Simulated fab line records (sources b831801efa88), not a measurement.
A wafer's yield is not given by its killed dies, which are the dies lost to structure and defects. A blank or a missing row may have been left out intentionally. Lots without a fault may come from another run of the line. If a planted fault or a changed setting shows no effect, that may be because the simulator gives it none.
Matching of chambers + flow sky130 + 4 sister chambers for SKY_METAL3_ETCH_17 on rieDiel-02
The step etches SiO2 in C4F8/O2/Ar, stops on TiN, time 3.9 s, target depth 15 nm. 14 wafers are shown with their chamber, then 7 later ones without.

== WAFERS WITH THEIR CHAMBER ==
| wafer  | chamber | biasW (W) | oesProductAu (a.u.) |
|--------|---------|-----------|---------------------|
| L713.1 | 1       | 1198      | 0.746               |
| L713.2 | 0       | 1200      | 0.731               |
| L713.3 | 2       | 1201      | 0.757               |
| L715.1 | 1       | 1200      | 0.748               |
| L715.4 | 2       | 1199      | 0.751               |
| L715.5 | 1       | 1204      | 0.744               |
| L716.1 | 1       | 1201      | 0.755               |
| L716.2 | 0       | 1203      | 0.758               |
| L716.3 | 2       | 1198      | 0.749               |
| L725.4 | 2       | 1198      | 0.754               |
| L725.5 | 0       | 1199      | 0.760               |
| L725.6 | 3       | 1204      | 0.759               |
| L727.2 | 0       | 1203      | 0.743               |
| L727.3 | 2       | 1203      | 0.756               |

SIGNATURES (means of the wafers above)
| reading      | chamber 0 | chamber 1 | chamber 2 | chamber 3 | scatter within a chamber |
|--------------|-----------|-----------|-----------|-----------|--------------------------|
| biasW        | 1201.25   | 1200.75   | 1199.80   | 1204.00   | 2.24                     |
| oesProductAu | 0.74800   | 0.74825   | 0.75340   | 0.75900   | 0.0082                   |
Rule: for each reading, subtract the chamber's mean from the wafer's reading, divide by that reading's scatter and square the result; add these up over the readings and take the root, which gives the wafer's distance from the chamber. The wafer belongs to the nearest chamber; if the next one is less than 2 further off, it can't be placed. How the scatter is found: for the shown wafers, subtract from each reading the mean of its chamber, square and add these, divide the total by (wafers less chambers), then take the root.

== WAFERS WHOSE CHAMBER IS MISSING ==
| wafer  | biasW (W) | oesProductAu (a.u.) |
|--------|-----------|---------------------|
| L727.5 | 1208      | 0.754               |
| L730.3 | 1202      | 0.751               |
| L730.4 | 1197      | 0.756               |
| L730.5 | 1202      | 0.764               |
| L732.1 | 1203      | 0.746               |
| L732.2 | 1200      | 0.761               |
| L732.4 | 1204      | 0.751               |

== CHAMBER TAKEN BY EACH ==
| wafer  | from the rows above               | in truth |
|--------|-----------------------------------|----------|
| L727.5 | can't be placed: 3 or 0 or 1 or 2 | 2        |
| L730.3 | can't be placed: 0 or 1 or 2 or 3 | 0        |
| L730.4 | can't be placed: 2 or 1 or 0 or 3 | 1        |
| L730.5 | can't be placed: 3 or 2 or 0 or 1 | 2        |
| L732.1 | can't be placed: 0 or 1 or 3 or 2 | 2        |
| L732.2 | can't be placed: 2 or 1 or 0 or 3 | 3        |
| L732.4 | can't be placed: 3 or 0 or 1 or 2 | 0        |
0 of 7 placed correctly. From these rows, 7 cannot be placed; in 7 the true chamber is one of the candidates. Wrongly placed: 0.
